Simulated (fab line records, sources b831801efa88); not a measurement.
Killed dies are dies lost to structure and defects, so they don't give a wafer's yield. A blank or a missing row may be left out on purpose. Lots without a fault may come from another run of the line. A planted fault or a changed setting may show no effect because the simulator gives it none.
Problem report in the 8D (eight disciplines) form, filled by code | flow sky130 | the parts of the form that need people (team, actions taken, sign-off) are left out

1. THE PROBLEM
SONOS_ONO_CVD_04_THK at SKY_SONOS_ONO_THK_MEAS_05 reads a mean of 7.68 nm on 3 wafers of 1 lot; wafers without a fault read 5.71 nm with a standard deviation of 0.12. That is +16 standard deviations from the usual mean.
First seen on wafer L759.1, day 15 13:39, on film_metro-01. The record holds 33 wafers of 11 lots with a number at this step. Rule for "out", or "out of limits": more than 4 standard deviations from the usual mean. The other wafers with a number count as sound.

2. WHAT IT IS AND WHAT IT IS NOT
question                    | is                     | is not
which readings at this step | SONOS_ONO_CVD_04_THK   | -
which lots                  | L759                   | L748, L749, L750, L751, L752, L754, L755, L768, L769, L770
which wafers of those lots  | all that have a number | -
read on which gauges        | film_metro-01          | film_metro-03, film_metro-04
when                        | from day 15 13:39      | up to then (21 sound wafers); but 9 sound wafers of L768, L769, L770 came after

3. SUSPECTS, AND WHAT RULES EACH OUT
Counting: a tool at a process step up to the reading stays a suspect if it ran every lot that is out and no sound lot after the first of them.
- the gauge at SKY_SONOS_ONO_THK_MEAS_05: ruled out. All the wafers that are out were read on film_metro-01, but those of them that SKY_SONOS_ONO_CVD_04 has rows for are out there too, on other tools.
- plasma_asher-04 at SKY_VT_ADJUST_NCORE_STRIP_10 (strips in O2/N2): ruled out as a lasting fault. Sound lots L768, L769, L770 ran on it after its first lot that is out, L759 (day 12 02:11).
- lpcvd-03 at SKY_SONOS_ONO_CVD_04 (deposits SiO2 from SiH4/N2O, target thk 5.7199 nm): ruled out as a lasting fault. Sound lots L768, L769, L770 ran on it after its first lot that is out, L759 (day 15 11:47).
Left after counting: nothing in the record.

4. THE CAUSE (what the simulator had put in)
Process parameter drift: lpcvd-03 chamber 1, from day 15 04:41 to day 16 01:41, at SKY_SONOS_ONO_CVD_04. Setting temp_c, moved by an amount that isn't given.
Counting ruled it out, wrongly: the rule takes a fault to strike every lot that its tool runs from its start on, and this one did not.

5. THE CHAIN OF EFFECTS, in route order
Each row: a reading whose mean over the struck wafers that have a number lies more than 3 standard deviations from the usual. Only readings for which the record gives a usual standard deviation are gone through. hours: the time from each lot's start at the first step in this table that gives one to its start at this step, as a median over the lots. sigmas: the change in usual standard deviations.
hours | step                      | reading               | usual   | on struck wafers | change | sigmas
0     | SKY_SONOS_ONO_CVD_04      | spike_tc_bottom_C     | 917.9 C | 937.6            | +19.7  | +11
0     | SKY_SONOS_ONO_CVD_04      | spike_tc_centre_C     | 900.4 C | 918.3            | +17.9  | +14
0     | SKY_SONOS_ONO_CVD_04      | spike_tc_lower_C      | 900.2 C | 918.3            | +18.1  | +19
0     | SKY_SONOS_ONO_CVD_04      | spike_tc_top_C        | 911.6 C | 927.3            | +15.7  | +7.1
0     | SKY_SONOS_ONO_CVD_04      | spike_tc_upper_C      | 900.8 C | 921.6            | +20.8  | +14
0     | SKY_SONOS_ONO_CVD_04      | susceptor_temp_C      | 900.0 C | 919.0            | +19.0  | +47
0     | SKY_SONOS_ONO_CVD_04      | zone_power_centre_pct | 17.88 % | 18.93            | +1.05  | +3.7
0     | SKY_SONOS_ONO_CVD_04      | zone_power_lower_pct  | 16.77 % | 17.77            | +1.00  | +4.3
2     | SKY_SONOS_ONO_THK_MEAS_05 | SONOS_ONO_CVD_04_THK  | 5.71 nm | 7.68             | +1.97  | +16
The process steps in it:
- SKY_SONOS_ONO_CVD_04: deposits SiO2 from SiH4/N2O, target thk 5.7199 nm.

6. WHAT WOULD HAVE CAUGHT IT SOONER
In this record the first reading out of limits at a measuring or inspecting step was taken at day 15 13:39, 9 hours after the fault began at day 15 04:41.
The tool's own readings at SKY_SONOS_ONO_CVD_04 were out on every struck wafer that the step has a row for (spike_tc_bottom_C, spike_tc_centre_C, spike_tc_lower_C, spike_tc_top_C, spike_tc_upper_C, susceptor_temp_C): an alarm limit on them would have fired on the first of those.
